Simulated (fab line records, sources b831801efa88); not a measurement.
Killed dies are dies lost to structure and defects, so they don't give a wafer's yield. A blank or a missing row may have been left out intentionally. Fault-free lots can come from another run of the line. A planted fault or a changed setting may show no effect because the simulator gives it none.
Lot-split experiment ; flow sky130 ; on a route of 708 steps: 5 lots, 23 wafers read

== ABOUT THE SPLIT ==
At SKY_SONOS_TUNNEL_DEVELOP_06 (develop time 60 s), the setting developTimeS was moved away from the recipe's 60 s on 8 of the 23 wafers read, by -8.4% to -4.0%. For the rest of the wafers, this setting stayed at what the recipe calls for.

No step appears in the file between the split and the reading.

== THE READING ==
cdNm at SKY_SONOS_TUNNEL_CD_MEAS_07, given in nm (cd target 410 nm). A value of 410.8 nm with a standard deviation of 2.4 nm is what fault-free wafers of this fab line usually give.

wafer;tool, chamber at the split;developTimeS as run, s;against the recipe;cdNm, nm;against lot-mates on the recipe
L074.1;lithoTrack-01, 0;55.99;-6.7%;405.1;-6.2
L074.2;lithoTrack-01, 0;55.99;-6.7%;404.8;-6.6
L074.4;lithoTrack-01, 0;60;recipe;412.7;-
L074.5;lithoTrack-01, 0;60;recipe;410.0;-
L074.6;lithoTrack-01, 0;55.99;-6.7%;405.0;-6.4
L077.1;lithoTrack-03, 0;60;recipe;412.3;-
L077.2;lithoTrack-03, 0;60;recipe;413.3;-
L077.3;lithoTrack-03, 0;60;recipe;407.7;-
L077.4;lithoTrack-03, 0;60;recipe;413.0;-
L077.6;lithoTrack-03, 0;60;recipe;410.4;-
L081.1;lithoTrack-01, 0;54.98;-8.4%;400.2;-9.4
L081.2;lithoTrack-01, 0;60;recipe;409.4;-
L081.4;lithoTrack-01, 0;60;recipe;410.2;-
L081.5;lithoTrack-01, 0;60;recipe;409.2;-
L081.6;lithoTrack-01, 0;54.98;-8.4%;399.7;-9.9
L083.4;lithoTrack-04, 0;60;recipe;407.2;-
L083.5;lithoTrack-04, 0;60;recipe;406.9;-
L083.6;lithoTrack-04, 0;60;recipe;406.8;-
L085.1;lithoTrack-04, 0;60;recipe;407.0;-
L085.2;lithoTrack-04, 0;57.61;-4.0%;405.8;-2.2
L085.3;lithoTrack-04, 0;57.61;-4.0%;405.2;-2.8
L085.4;lithoTrack-04, 0;60;recipe;409.0;-
L085.6;lithoTrack-04, 0;57.61;-4.0%;404.5;-3.5

FIT RESULTS
A straight line over all 23 wafers: cdNm changes by +0.967 nm for each +1% of developTimeS; r = +0.83; the points scatter about the line by 2.1 nm.
The same after taking each lot's own level away (the mean of its wafers on the recipe; 23 wafers): +1.03 nm for each +1%; r = +0.93; scatter 1.3 nm.
On that fit, the largest move of developTimeS shifts the reading by 8.6 nm.
From 406.97 to 411.35 nm: that is the span of the lots' own levels, equal to 1.8 times the standard deviation above.
The two slopes are in agreement: the lot-to-lot level therefore moves the slope only a little.
Check: with one of the wafers moved furthest among these (-8.4%) left out of the fit, the line predicts -8.17 nm for it against its lot-mates. Against them it came out at -9.4 nm.

== FURTHER SPLITS ON THESE WAFERS ==
Other splits were also applied to these wafers ahead of the reading. Each is held against what the fit with the lots' levels taken away leaves over:
other split on the same wafers;wafers away from the commonest value;r with cdNm (lot level and that fit taken away)
SKY_VT_ADJUST_HVTP_COAT_02 spinRpm;7;-0.03
SKY_VT_ADJUST_LVTN_SOFTBAKE_03 tempC;7;+0.43
SKY_VT_ADJUST_LVTN_DEVELOP_06 developTimeS;11;+0.08
SKY_VT_ADJUST_HVTR_COAT_02 resistThkNm;8;-0.20
SKY_VT_ADJUST_HVTR_SOFTBAKE_03 timeS;7;-0.32
SKY_VT_ADJUST_PCH_COAT_02 spinRpm;10;+0.21
SKY_VT_ADJUST_PCH_IMPLANT_08 doseCm2;8;+0.25

== THE FILE'S OWN FIT ==
cdNm changes by +1.03 nm for each +1% of developTimeS, r = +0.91.
